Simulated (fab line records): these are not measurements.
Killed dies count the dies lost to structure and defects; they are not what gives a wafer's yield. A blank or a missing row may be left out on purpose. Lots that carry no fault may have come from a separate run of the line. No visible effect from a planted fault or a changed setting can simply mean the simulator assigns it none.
2 desks looking at one fault -- flow sfqLine -- numbers are kept per desk, each desk with only its own; the story behind them comes last

AT THE METROLOGY DESK
Means of the sampled wafers that have a number, per lot and without regard to the tool the lot ran on: this is what the gauges read. Marked OUT: a lot whose mean sits more than 4 standard deviations from the usual mean, which makes it out of limits; the brackets give that distance.
Columns: A = I3_OVL at SFQ_I3_OVL_MEAS_923, usual 2 nm
lot,first seen here,A
L846,day 44 01:23,-0
L847,day 44 07:17,-3
L848,day 50 16:43,-1
L849,day 51 02:19,3
L850,day 51 10:50,-0
L851,day 51 21:38,1
L852,day 52 08:34,5
L854,day 53 00:49,3
L856,day 53 12:49,2
L857,day 53 20:08,13
L860,day 54 20:47,1
L862,day 55 15:18,-4
L864,day 56 13:11,3
L866,day 57 10:10,-5
Result from this desk: across the 14 lots, nothing is out of limits.

DESK OF THE TOOL OWNER: lithoTrack-04
The tool's own readings at SFQ_TRILAYER_JJ_CE_LITHO_PEB_117 (peb time 60 s): means of the sampled wafers that have a number, for each lot that ran on this tool. Marked OUT: a lot whose mean sits more than 4 standard deviations from the usual mean, which makes it out of limits; the brackets give that distance.
Columns: A = resistLineTempC at SFQ_TRILAYER_JJ_CE_LITHO_PEB_117, usual 23.00 C
lot,first seen here,A
L848,day 51 15:47,23.03
L849,day 52 02:04,22.91
L854,day 59 16:23,22.88
L864,day 67 19:27,22.96
L866,day 69 02:47,22.95
Result from this desk: across the 5 lots, nothing is out of limits.

ALL TOGETHER
At the metrology desk, nothing out of limits was observed.
The tool owner's desk saw nothing out of limits.

WHAT THE SIMULATOR PUT IN
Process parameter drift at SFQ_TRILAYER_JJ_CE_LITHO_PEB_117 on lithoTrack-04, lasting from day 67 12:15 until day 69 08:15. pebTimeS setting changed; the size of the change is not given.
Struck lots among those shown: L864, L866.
